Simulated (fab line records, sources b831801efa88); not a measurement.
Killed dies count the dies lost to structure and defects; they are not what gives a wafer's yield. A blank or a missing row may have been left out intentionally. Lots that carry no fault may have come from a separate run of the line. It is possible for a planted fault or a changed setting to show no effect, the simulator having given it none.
2 desks, one fault + flow gf180mcu + every desk sees just its own numbers, and what lay behind them comes last

AT THE METROLOGY DESK
What the gauges read for every lot (on any tool): the sampled wafers with a number, averaged. The brackets show how far a lot's mean lies from the usual mean; more than 4 standard deviations puts the lot out of limits, marked OUT.
Columns: A = MVSD_RS at GF_VT_IMPLANT_RS_MEAS_46, usual 457.3 ohm/sq; B = HV_LDD_OVL at GF_HV_LDD_OVL_MEAS_08, usual 0.4 nm; C = HV_LDD_TW at GF_HV_LDD_TW_MEAS_11, usual 2394; D = HV_LDD_RS at GF_HV_LDD_RS_MEAS_53, usual 419.1 ohm/sq
| lot  | first seen here | A     | B    | C              | D               |
|------|-----------------|-------|------|----------------|-----------------|
| L829 | day 7 22:45     | 457.8 | 0.9  | 2364           | 417.9           |
| L837 | day 10 02:27    | 456.1 | 0.7  | 2674 (+13) OUT | 358.8 (-62) OUT |
| L838 | day 10 10:26    | 457.0 | 1.5  | 2417           | 419.7           |
| L839 | day 10 15:38    | 457.6 | 0.1  | 2701 (+14) OUT | 353.0 (-68) OUT |
| L840 | day 10 22:36    | 457.5 | 0.7  | 2419           | 418.8           |
| L841 | day 11 02:23    | 454.9 | 0.9  | 2410           | 418.7           |
| L843 | day 11 14:02    | 457.2 | -1.2 | 2369           | 417.8           |
| L845 | day 12 02:58    | 457.8 | 0.2  | 2419           | 420.1           |
| L847 | day 12 16:28    | 458.5 | 0.6  | 2419           | 417.8           |
| L848 | day 12 23:41    | 458.3 | -0.8 | 2379           | 418.4           |
| L850 | day 13 12:05    | 457.8 | 0.8  | 2367           | 419.7           |
| L851 | day 13 17:16    | 456.1 | -0.1 | 2403           | 419.0           |
This desk finds L837, L839 out of limits, with the earliest case on L837 at day 12 20:18 (HV_LDD_TW at GF_HV_LDD_TW_MEAS_11). L829, L838, L840, L841, L843, L845, L847, L848, L850, L851 stayed within limits.

DESK OF THE TOOL OWNER: implanter-01
GF_HV_LDD_IMPLANT_09, tool's own readings: per-lot mean of the sampled wafers with a number, covering each lot this tool ran. The brackets show how far a lot's mean lies from the usual mean; more than 4 standard deviations puts the lot out of limits, marked OUT.
Columns: A = dose-ions-cm2 at GF_HV_LDD_IMPLANT_09, usual 1e+14; B = faraday-current-uA at GF_HV_LDD_IMPLANT_09, usual 565
| lot  | first seen here | A                       | B             |
|------|-----------------|-------------------------|---------------|
| L829 | day 10 09:43    | 1e+14                   | 577           |
| L837 | day 12 20:04    | 2e+14 (+99 or more) OUT | 892 (+27) OUT |
| L839 | day 13 07:00    | 2e+14 (+99 or more) OUT | 886 (+27) OUT |
| L850 | day 16 10:47    | 1e+14                   | 555           |
This desk's verdict: out of limits on L837, L839, starting with L837 at day 12 20:04 (dose-ions-cm2 at GF_HV_LDD_IMPLANT_09). L829, L850 stayed within limits.

TAKEN TOGETHER
The tool owner's desk could have raised an alarm at day 12 20:04, on L837, L839.
The metrology desk could have raised an alarm at day 12 20:18, on L837, L839.
Every lot named ran GF_HV_LDD_IMPLANT_09 on implanter-01.

WHAT WAS PUT IN BY THE SIMULATOR
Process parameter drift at GF_HV_LDD_IMPLANT_09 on implanter-01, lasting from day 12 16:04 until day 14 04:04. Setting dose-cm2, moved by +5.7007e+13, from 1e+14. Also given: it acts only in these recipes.
Struck lots among those shown: L837, L839.
Counting hours from when the fault started, the first reading out of limits came at 4 for the tool owner's desk and at 4 for the metrology desk.
